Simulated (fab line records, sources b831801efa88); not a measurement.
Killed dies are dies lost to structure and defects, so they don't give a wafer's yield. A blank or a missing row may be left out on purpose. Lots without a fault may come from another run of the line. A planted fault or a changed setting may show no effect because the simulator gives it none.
fab line records | flow sky130
record lots=11 wafers=33 last_day=50
route steps=708 shown NWELL@67 VT_ADJUST_LVTN@117 VT_ADJUST_HVTR@140 VT_ADJUST_PCH@150 PAD_OPEN@708
lots that met no fault: from a run of the same line without faults
start_h: hours from the record's first day to the start of the lot's first wafer shown | wait_h: hours since the lot's step before | " the same as in the row above | L1.1+2: a row that stands for several wafers | - no value, or no start given | * or withheld: withheld | < > ~ a bound
route shown NAME@n: a module of which the file shows steps, and the number in the route of the first | usual: mean/standard deviation of fault-free wafers | same: alike in all rows | chamber/n: place in a boat | sites: the reading at each site | _std_site: their standard deviation | _edge_site: outer sites' mean less inner sites' | radius_mm: how far each site lies from the wafer's centre | mask NAME#n: copy n | behind: the tool/chamber that last shaped the wafer | hold: why the lot was held/for how many hours/how that ended | device: the transistor (n, p or np) that didn't switch | end of line: the same wafers' tests at the end of the route | a step without rows: its recipe alone | killed: dies lost to structure and defects at the first sort, not the wafer's yield | map: a wafer's dies, x killed, . not, _ none there
set.NAME: the setting as run; set.NAME@STEP: as run at that earlier step | model.NAME: the simulator's own value behind a step, which no gauge read
steps of the route over a sample of lots; a table a step, a row a wafer
services: from which hour (start_h, from the record's first day; less than 0 if before it) a tool's chamber was out of use, for how many hours, and why
## steps
# step SKY_NWELL_STRIP_14
# recipe chemistry=O2/N2 power_w=1400 pressure_mtorr=1500 platen_temp_c=withheld o2_flow_sccm=3000 n2_flow_sccm=300 overash_fraction=0.5
# usual drypump_motor_current_A=5.7/0.53 oes_product_au=0.722/0.0043 strip_time_to_endpoint_s=36.93/0.1
# same overash_fraction=0.5
# columns lot.wafer tool chamber start_h wait_h drypump_motor_current_A oes_product_au rf_hours_counter_h strip_time_to_endpoint_s
L527.1 plasma_asher-04 0 93.63 0.1 5.2 0.716 40 36.91
L527.2 " 1 " " 6.5 0.721 40 36.89
L527.3 " 1 " " 6.5 0.717 - 36.88
L528.2 plasma_asher-04 0 99.23 0.1 5.2 0.717 41 36.92
L528.4 " 1 " " 6.5 0.728 - 36.88
L528.5 " 0 " " 5.2 0.726 - 36.87
L530.3 plasma_asher-01 0 112.06 0.1 5.5 0.720 - 36.99
L530.4 " 1 " " 5.1 0.729 - 37.14
L530.5 " 1 " " 5.1 0.722 - 37.08
L531.2 plasma_asher-02 1 118.46 0.1 5.9 0.722 0 36.98
L531.5 " 1 " " 5.9 0.724 - 36.99
L531.6 " 0 " " 5.9 0.722 - 37.03
L542.1 plasma_asher-02 1 182.05 0.1 5.9 0.720 6 36.91
L542.5 " 1 " " 5.9 0.715 - 37.05
L542.6 " 0 " " 5.9 0.720 - 36.99
L544.1 plasma_asher-01 0 195.63 0.1 5.5 0.723 42 37.07
L544.2 " 1 " " 5.2 0.727 42 36.95
L544.6 " 0 " " 5.5 0.731 - 37.06
L545.1 plasma_asher-02 1 201.07 0.2 5.9 0.726 8 37.01
L545.2 " 0 " " 5.9 0.714 8 36.94
L545.4 " 1 " " 5.9 0.721 - 36.88
L546.1 plasma_asher-01 0 201.63 0.1 5.5 0.726 43 36.94
L546.3 " 0 " " 5.5 0.715 - 36.96
L546.6 " 0 " " 5.6 0.726 - 36.96
L547.3 plasma_asher-02 0 207.86 0.1 5.9 0.715 - 36.87
L547.4 " 1 " " 5.9 0.723 - 36.91
L547.5 " 1 " " 5.9 0.724 - 36.87
L548.2 plasma_asher-04 1 217.73 0.1 6.5 0.730 53 36.96
L548.3 " 1 " " 6.5 0.724 - 36.92
L548.4 " 0 " " 5.1 0.722 - 36.83
L549.3 plasma_asher-01 0 222.21 0.1 5.5 0.720 - 36.97
L549.4 " 1 " " 5.1 0.728 - 37.01
L549.5 " 1 " " 5.1 0.721 - 37.01
# step SKY_VT_ADJUST_LVTN_STRIP_20
# recipe chemistry=O2/N2 power_w=1400 pressure_mtorr=1500 platen_temp_c=withheld o2_flow_sccm=3000 n2_flow_sccm=300 overash_fraction=0.5
# usual drypump_motor_current_A=5.8/0.41 oes_product_au=0.716/0.0046 strip_time_to_endpoint_s=14.19/0.042
# same overash_fraction=0.5
# columns lot.wafer tool chamber start_h wait_h drypump_motor_current_A oes_product_au rf_hours_counter_h strip_time_to_endpoint_s
L527.1 plasma_asher-01 1 169.38 0.1 5.2 0.720 40 14.17
L527.2 " 0 " " 5.5 0.721 40 14.17
L527.3 " 0 " " 5.5 0.708 - 14.18
L528.2 plasma_asher-02 1 177.90 0.1 5.9 0.706 6 14.22
L528.4 " 1 " " 5.9 0.715 - 14.22
L528.5 " 0 " " 5.9 0.710 - 14.20
L530.3 plasma_asher-02 0 194.53 0.1 5.9 0.718 - 14.17
L530.4 " 1 " " 5.9 0.713 - 14.18
L530.5 " 1 " " 5.9 0.706 - 14.17
L531.2 plasma_asher-02 0 201.22 0.1 5.9 0.714 8 14.25
L531.5 " 0 " " 5.9 0.717 - 14.28
L531.6 " 1 " " 5.9 0.712 - 14.28
L542.1 plasma_asher-03 1 273.94 0.1 6.0 0.714 60 14.17
L542.5 " 0 " " 6.6 0.712 - 14.20
L542.6 " 1 " " 6.0 0.716 - 14.24
L544.1 plasma_asher-03 1 287.05 0.1 6.0 0.721 61 14.14
L544.2 " 0 " " 6.6 0.717 61 14.17
L544.6 " 0 " " 6.5 0.714 - 14.15
L545.1 plasma_asher-01 1 293.70 0.1 5.2 0.722 52 14.23
L545.2 " 0 " " 5.5 0.712 52 14.22
L545.4 " 0 " " 5.5 0.714 - 14.22
L546.1 plasma_asher-01 1 294.30 0.1 5.1 0.718 52 14.13
L546.3 " 0 " " 5.5 0.707 - 14.12
L546.6 " 1 " " 5.2 0.716 - 14.11
L547.3 plasma_asher-01 0 301.43 0.1 5.5 0.712 - 14.17
L547.4 " 1 " " 5.1 0.726 - 14.23
L547.5 " 1 " " 5.1 0.723 - 14.22
L548.2 plasma_asher-02 0 315.35 0.1 5.9 0.711 19 14.14
L548.3 " 0 " " 5.9 0.715 - 14.17
L548.4 " 1 " " 5.9 0.721 - 14.18
L549.3 plasma_asher-01 0 320.49 0.1 5.5 0.718 - 14.19
L549.4 " 1 " " 5.2 0.716 - 14.19
L549.5 " 1 " " 5.2 0.719 - 14.23
# step SKY_VT_ADJUST_HVTR_IMPLANT_09
# recipe species=B energy_kev=10 dose_cm2=2.1e+12 tilt_deg=withheld
# usual dose_ions_cm2=2.1002e+12/2.3e+09 end_station_pressure_torr=5.01e-06/2.5e-07 faraday_current_uA=11.84/0.22
# columns lot.wafer tool chamber start_h wait_h dose_ions_cm2 end_station_pressure_torr faraday_current_uA
L527.1 implanter-01 0 209.92 0.0 2.1e+12 4.83e-06 11.47
L527.2 " 0 " " 2.0984e+12 5.02e-06 11.33
L527.3 " 0 " " 2.1001e+12 4.77e-06 11.68
L528.2 implanter-02 0 221.34 0.0 2.101e+12 4.91e-06 11.90
L528.4 " 0 " " 2.0987e+12 5.16e-06 12.05
L528.5 " 0 " " 2.0995e+12 5.38e-06 11.74
L530.3 implanter-02 0 237.60 0.1 1.2489e+12 4.58e-06 7.29
L530.4 " 0 " " 1.253e+12 4.86e-06 6.95
L530.5 " 0 " " 1.2497e+12 4.61e-06 6.95
L531.2 implanter-02 0 245.12 0.0 1.2505e+12 5.19e-06 7.02
L531.5 " 0 " " 1.2502e+12 5.09e-06 7.08
L531.6 " 0 " " 1.2491e+12 4.69e-06 7.10
L542.1 implanter-02 0 323.82 0.0 2.1004e+12 5.11e-06 12.04
L542.5 " 0 " " 2.0973e+12 4.86e-06 11.87
L542.6 " 0 " " 2.0966e+12 4.92e-06 11.99
L544.1 implanter-02 0 336.77 0.0 2.0975e+12 5.18e-06 11.75
L544.2 " 0 " " 2.1024e+12 4.7e-06 11.89
L544.6 " 0 " " 2.1019e+12 4.73e-06 11.65
L545.1 implanter-02 0 346.11 0.1 2.1018e+12 5.21e-06 11.86
L545.2 " 0 " " 2.096e+12 4.45e-06 11.93
L545.4 " 0 " " 2.1011e+12 5.45e-06 11.72
L546.1 implanter-02 0 347.00 0.0 2.102e+12 4.75e-06 11.81
L546.3 " 0 " " 2.0997e+12 5.57e-06 12.17
L546.6 " 0 " " 2.101e+12 5.1e-06 11.95
L547.3 implanter-01 0 354.97 0.1 2.1034e+12 4.81e-06 12.08
L547.4 " 0 " " 2.1022e+12 4.94e-06 11.90
L547.5 " 0 " " 2.1021e+12 4.82e-06 11.81
L548.2 implanter-01 0 368.87 0.0 2.0943e+12 4.88e-06 11.90
L548.3 " 0 " " 2.1014e+12 4.86e-06 12.11
L548.4 " 0 " " 2.0968e+12 5.26e-06 11.50
L549.3 implanter-02 0 375.65 0.1 2.0997e+12 4.88e-06 11.76
L549.4 " 0 " " 2.1035e+12 5e-06 11.54
L549.5 " 0 " " 2.1003e+12 4.96e-06 11.54
# step SKY_VT_ADJUST_HVTR_TW_MEAS_11
# usual VT_ADJUST_HVTR_TW=210.5/1.8
# columns lot.wafer tool chamber start_h wait_h hold VT_ADJUST_HVTR_TW
L527.1 film_metro-03 - 210.17 0.1 - 209.8
L527.2 " - " " - 210.5
L527.3 " - " " - 210.8
L528.2 film_metro-01 - 221.58 0.1 - 212.8
L528.4 " - " " - 212.2
L528.5 " - " " - 212.1
L530.3 film_metro-01 - 237.82 0.1 await_dispo/0.2h/release 184.5
L530.4 " - " " await_dispo/0.2h/release 184.1
L530.5 " - " " await_dispo/0.2h/release 184.2
L530.3 film_metro-01 - 238.04 0.2 - 184.2
L530.4 " - " " - 183.2
L530.5 " - " " - 183.8
L531.2 film_metro-03 - 245.36 0.1 await_dispo/0.2h/release 180.0
L531.5 " - " " await_dispo/0.2h/release 179.5
L531.6 " - " " await_dispo/0.2h/release 180.3
L531.2 film_metro-03 - 245.58 0.2 - 179.6
L531.5 " - " " - 179.0
L531.6 " - " " - 180.4
L542.1 film_metro-03 - 324.07 0.1 - 209.8
L542.5 " - " " - 209.3
L542.6 " - " " - 209.4
L544.1 film_metro-03 - 337.02 0.1 - 210.2
L544.2 " - " " - 210.1
L544.6 " - " " - 210.6
L545.1 film_metro-01 - 346.36 0.1 - 213.1
L545.2 " - " " - 212.4
L545.4 " - " " - 212.0
L546.1 film_metro-01 - 347.25 0.1 - 212.0
L546.3 " - " " - 212.3
L546.6 " - " " - 212.8
L547.3 film_metro-03 - 355.19 0.1 - 209.4
L547.4 " - " " - 209.9
L547.5 " - " " - 210.2
L548.2 film_metro-02 - 369.11 0.1 - 209.9
L548.3 " - " " - 209.7
L548.4 " - " " - 210.2
L549.3 film_metro-03 - 375.87 0.1 - 208.9
L549.4 " - " " - 208.4
L549.5 " - " " - 208.2
# step SKY_VT_ADJUST_PCH_OVL_MEAS_07
# usual VT_ADJUST_PCH_OVL=-0.6/1.2
# columns lot.wafer tool chamber start_h wait_h VT_ADJUST_PCH_OVL[nm]
L527.1 overlay-02 - 232.04 - -1.5
L527.2 " - " " -2.7
L527.3 " - " " -0.8
L528.2 overlay-02 - 244.11 - 0.1
L528.4 " - " " 2.2
L528.5 " - " " 0.6
L530.3 overlay-02 - 260.45 - -1.1
L530.4 " - " " -1.0
L530.5 " - " " 0.9
L531.2 overlay-02 - 268.65 - 1.8
L531.5 " - " " 0.8
L531.6 " - " " 1.5
L542.1 overlay-02 - 350.84 - -1.2
L542.5 " - " " -0.5
L542.6 " - " " -2.3
L544.1 overlay-02 - 364.14 - -1.0
L544.2 " - " " -0.5
L544.6 " - " " 0.3
L545.1 overlay-01 - 374.40 - -1.1
L545.2 " - " " -0.4
L545.4 " - " " -0.7
L546.1 overlay-01 - 376.00 - 0.2
L546.3 " - " " -2.2
L546.6 " - " " -1.5
L547.3 overlay-01 - 381.95 - -1.3
L547.4 " - " " -3.7
L547.5 " - " " -2.2
L548.2 overlay-01 - 397.45 - 0.4
L548.3 " - " " -0.5
L548.4 " - " " -0.4
L549.3 overlay-02 - 405.06 - 0.8
L549.4 " - " " -0.6
L549.5 " - " " 0.6
# step SKY_PAD_OPEN_PROBE_99
# usual killed_at_M0_to_M3=43/6.8 killed_at_M4_up=3.1/1.6 killed_at_contacts=24/5.4 killed_at_front_end=16/4.4 killed_at_other=0.2/0.48 killed_dies=87/8.8 killed_on_rim=17/3.4 killed_open=48/6.4 killed_short=39/6.2
# same gross_dies=492 killed_at_back_side=0
# columns lot.wafer tool chamber start_h wait_h killed_at_M0_to_M3 killed_at_M4_up killed_at_contacts killed_at_front_end killed_at_other killed_dies killed_on_rim killed_open killed_short
L527.1 prober-02 - 1084.24 0.1 43 1 21 18 0 83 20 54 29
L527.2 prober-02 - 1084.29 0.1 46 5 31 8 0 90 18 50 40
L527.3 prober-02 - 1084.34 0.2 36 1 23 20 1 81 16 45 36
L531.2 prober-01 - 1116.46 0.1 41 0 25 17 0 83 14 46 37
L531.5 prober-01 - 1116.61 0.2 42 2 26 19 1 90 19 57 33
L531.6 prober-01 - 1116.66 0.2 66 3 19 21 0 109 25 65 44
L530.3 prober-02 - 1118.68 0.2 34 1 27 17 1 80 18 53 27
L530.4 prober-02 - 1118.73 0.2 49 2 13 13 0 77 17 37 40
L530.5 prober-02 - 1118.78 0.2 31 1 29 18 0 79 11 47 32
L544.1 prober-01 - 1178.64 0.1 43 3 12 13 1 72 15 39 33
L544.2 prober-01 - 1178.69 0.1 39 3 34 32 0 108 23 63 45
L544.6 prober-01 - 1178.89 0.2 45 3 29 9 1 87 16 45 42
L547.3 prober-01 - 1191.73 0.2 56 4 21 12 0 93 16 50 43
L547.4 prober-01 - 1191.78 0.2 40 2 25 22 0 89 21 56 33
L547.5 prober-01 - 1191.83 0.2 38 4 28 18 2 90 24 53 37
L546.1 prober-02 - 1195.25 0.1 44 4 24 15 0 87 17 46 41
L546.3 prober-02 - 1195.35 0.2 35 1 22 23 0 81 15 46 35
L546.6 prober-02 - 1195.50 0.2 41 3 20 13 0 77 11 36 41
L548.2 prober-01 - 1199.03 0.1 41 2 33 12 0 88 19 46 42
L548.3 prober-01 - 1199.08 0.2 38 2 25 6 1 72 13 38 34
L548.4 prober-01 - 1199.13 0.2 37 4 37 20 0 98 18 52 46
# killed by level:class
L527.1 VIA1:geometric_particle:open=15 LI_CONTACT:geometric_particle:open=9 VIA2:geometric_particle:open=7 FIELD_ISO:geometric_particle:open=4 METAL2:geometric_particle:short=4 CONTACT:geometric_particle:open=4 VIA1:geometric_particle:short=4 VIA3:geometric_particle:short=4
L527.2 VIA1:geometric_particle:open=14 CONTACT:geometric_particle:open=12 LI_CONTACT:geometric_particle:open=10 VIA1:geometric_particle:short=6 VIA2:geometric_particle:open=6 METAL3:geometric_particle:short=5 LOCAL_INTERCONNECT:geometric_particle:short=4 METAL2:geometric_particle:short=4
L527.3 LI_CONTACT:geometric_particle:open=9 CONTACT:geometric_particle:open=9 VIA1:geometric_particle:open=7 VIA1:geometric_particle:short=7 METAL1:geometric_particle:short=6 FIELD_ISO:geometric_particle:short=4 POLY_GATE:geometric_particle:open=4 POLY_GATE:geometric_particle:short=4
L531.2 LI_CONTACT:geometric_particle:open=12 FIELD_ISO:geometric_particle:short=8 VIA1:geometric_particle:open=8 VIA2:geometric_particle:open=7 CONTACT:geometric_particle:open=6 METAL1:geometric_particle:short=6 VIA3:geometric_particle:open=5 LOCAL_INTERCONNECT:geometric_particle:short=4
L531.5 CONTACT:geometric_particle:open=13 VIA1:geometric_particle:open=12 FIELD_ISO:geometric_particle:open=6 METAL1:geometric_particle:short=6 FIELD_ISO:geometric_particle:short=5 POLY_GATE:geometric_particle:open=5 VIA3:geometric_particle:open=5 METAL3:geometric_particle:short=4
L531.6 VIA1:geometric_particle:open=21 CONTACT:geometric_particle:open=8 METAL1:geometric_particle:short=8 LI_CONTACT:geometric_particle:open=7 VIA1:geometric_particle:short=7 VIA2:geometric_particle:open=7 POLY_GATE:geometric_particle:open=6 METAL3:geometric_particle:short=6
L530.3 CONTACT:geometric_particle:open=11 LI_CONTACT:geometric_particle:open=9 VIA3:geometric_particle:open=8 VIA1:geometric_particle:open=7 VIA2:geometric_particle:open=7 POLY_GATE:geometric_particle:open=4 METAL2:geometric_particle:short=4 SPACER:geometric_particle:open=3
L530.4 VIA1:geometric_particle:open=10 VIA1:geometric_particle:short=8 METAL2:geometric_particle:short=6 CONTACT:geometric_particle:open=5 VIA2:geometric_particle:open=5 METAL1:geometric_particle:short=5 LOCAL_INTERCONNECT:geometric_particle:short=4 VIA2:geometric_particle:short=4
L530.5 CONTACT:geometric_particle:open=11 VIA1:geometric_particle:open=8 FIELD_ISO:geometric_particle:open=7 CONTACT:geometric_particle:short=6 LI_CONTACT:geometric_particle:open=6 VIA3:geometric_particle:open=6 VIA1:geometric_particle:short=6 FIELD_ISO:geometric_particle:short=5
L544.1 VIA2:geometric_particle:open=10 VIA1:geometric_particle:open=9 CONTACT:geometric_particle:open=7 METAL1:geometric_particle:short=6 VIA1:geometric_particle:short=5 VIA3:geometric_particle:open=4 VIA3:geometric_particle:short=4 FIELD_ISO:geometric_particle:short=3
L544.2 CONTACT:geometric_particle:open=20 FIELD_ISO:geometric_particle:open=9 VIA1:geometric_particle:open=9 POLY_GATE:geometric_particle:open=8 POLY_GATE:geometric_particle:short=6 FIELD_ISO:geometric_particle:short=5 METAL1:geometric_particle:short=5 VIA2:geometric_particle:open=4
L544.6 VIA1:geometric_particle:open=14 CONTACT:geometric_particle:open=12 LOCAL_INTERCONNECT:geometric_particle:short=7 CONTACT:geometric_particle:short=6 VIA3:geometric_particle:open=6 VIA1:geometric_particle:short=5 FIELD_ISO:geometric_particle:short=4 METAL2:geometric_particle:short=4
L547.3 VIA1:geometric_particle:open=14 METAL2:geometric_particle:short=9 VIA3:geometric_particle:open=8 CONTACT:geometric_particle:open=7 VIA2:geometric_particle:open=7 LI_CONTACT:geometric_particle:open=6 FIELD_ISO:geometric_particle:short=5 VIA1:geometric_particle:short=5
L547.4 VIA1:geometric_particle:open=17 CONTACT:geometric_particle:open=10 POLY_GATE:geometric_particle:open=8 LI_CONTACT:geometric_particle:open=6 CONTACT:geometric_particle:short=5 METAL1:geometric_particle:short=5 VIA2:geometric_particle:open=5 POLY_GATE:geometric_particle:short=4
L547.5 LI_CONTACT:geometric_particle:open=10 VIA1:geometric_particle:open=10 CONTACT:geometric_particle:open=8 VIA2:geometric_particle:open=5 METAL1:geometric_particle:short=5 POLY_GATE:geometric_particle:open=5 POLY_GATE:geometric_particle:short=5 FIELD_ISO:geometric_particle:open=4
L546.1 VIA1:geometric_particle:open=12 CONTACT:geometric_particle:open=8 CONTACT:geometric_particle:short=6 METAL2:geometric_particle:short=6 VIA1:geometric_particle:short=6 VIA3:geometric_particle:open=6 LI_CONTACT:geometric_particle:open=5 FIELD_ISO:geometric_particle:open=4
L546.3 VIA1:geometric_particle:open=11 LI_CONTACT:geometric_particle:open=8 FIELD_ISO:geometric_particle:short=7 FIELD_ISO:geometric_particle:open=6 CONTACT:geometric_particle:short=6 METAL1:geometric_particle:short=6 POLY_GATE:geometric_particle:open=5 CONTACT:geometric_particle:open=5
L546.6 VIA1:geometric_particle:open=17 METAL2:geometric_particle:short=8 VIA1:geometric_particle:short=5 LOCAL_INTERCONNECT:geometric_particle:short=5 CONTACT:geometric_particle:open=5 VIA3:geometric_particle:open=5 CONTACT:geometric_particle:short=4 FIELD_ISO:geometric_particle:short=3
L548.2 CONTACT:geometric_particle:open=16 LI_CONTACT:geometric_particle:open=6 CONTACT:geometric_particle:short=6 METAL3:geometric_particle:short=6 METAL1:geometric_particle:short=6 VIA2:geometric_particle:open=6 VIA3:geometric_particle:open=5 VIA1:geometric_particle:open=4
L548.3 VIA2:geometric_particle:open=8 LI_CONTACT:geometric_particle:open=8 VIA3:geometric_particle:open=8 CONTACT:geometric_particle:short=7 METAL2:geometric_particle:short=6 CONTACT:geometric_particle:open=5 VIA1:geometric_particle:open=4 VIA3:geometric_particle:short=4
L548.4 LI_CONTACT:geometric_particle:open=15 CONTACT:geometric_particle:short=11 VIA1:geometric_particle:open=8 VIA2:geometric_particle:open=6 FIELD_ISO:geometric_particle:short=4 POLY_GATE:geometric_particle:short=4 LOCAL_INTERCONNECT:geometric_particle:open=4 METAL1:geometric_particle:short=4
## services
# columns tool chamber start_h hours kind
plasma_asher-02 - 70.23 7.0 pm
implanter-01 - 77.14 3.6 repair
plasma_asher-04 - 84.45 1.4 repair
plasma_asher-03 - 107.53 14.6 pm
plasma_asher-02 - 108.75 9.0 pm
plasma_asher-02 0 108.75 9.0 vent_cycle
plasma_asher-02 1 108.75 9.0 vent_cycle
plasma_asher-02 0 117.75 - clean
plasma_asher-02 1 117.75 - clean
plasma_asher-04 - 131.09 0.3 repair
implanter-02 - 136.20 16.9 pm
implanter-01 - 156.72 1.7 repair
plasma_asher-02 - 193.56 0.6 repair
plasma_asher-04 - 201.56 1.4 repair
plasma_asher-04 - 205.25 5.7 repair
implanter-01 - 226.49 2.2 repair
plasma_asher-03 - 260.79 0.9 repair
implanter-02 - 286.46 3.3 pm
plasma_asher-03 - 307.75 2.1 repair
implanter-01 - 331.70 5.9 pm
implanter-01 - 345.81 3.9 pm
plasma_asher-01 - 374.71 0.4 repair
## key
first_sign step=SKY_VT_ADJUST_HVTR_IMPLANT_09 reading=dose_ions_cm2 direction=down sigmas=99+ usual=* struck=*
effect step=SKY_VT_ADJUST_HVTR_IMPLANT_09 reading=faraday_current_uA direction=down sigmas=22 usual=11.84 struck=7.07
effect step=SKY_VT_ADJUST_HVTR_TW_MEAS_11 reading=visit direction=added
effect step=SKY_VT_ADJUST_HVTR_TW_MEAS_11 reading=VT_ADJUST_HVTR_TW direction=down sigmas=16 usual=210.5 struck=182.1
met_at SKY_VT_ADJUST_HVTR_IMPLANT_09
struck_lots L530,L531
tester_left_out L530,L531
not_acting_at SKY_NWELL_STRIP_14,SKY_VT_ADJUST_LVTN_STRIP_20,SKY_VT_ADJUST_PCH_OVL_MEAS_07
onset_between 221.34 237.60
fault kind=process_parameter_drift tool=implanter-02 chamber=- onset_h=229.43 steps=SKY_VT_ADJUST_HVTR_IMPLANT_09 channel=dose_cm2 offset=* shape=step end_h=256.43 acts_in=* stated=*
# tester_left_out: of these lots the tester's yield and bins aren't shown, on N5 and GAA mostly nor the transistor test; their killed dies are dies lost to structure and defects alone, not to doping, threshold or leakage, so they don't give the yield
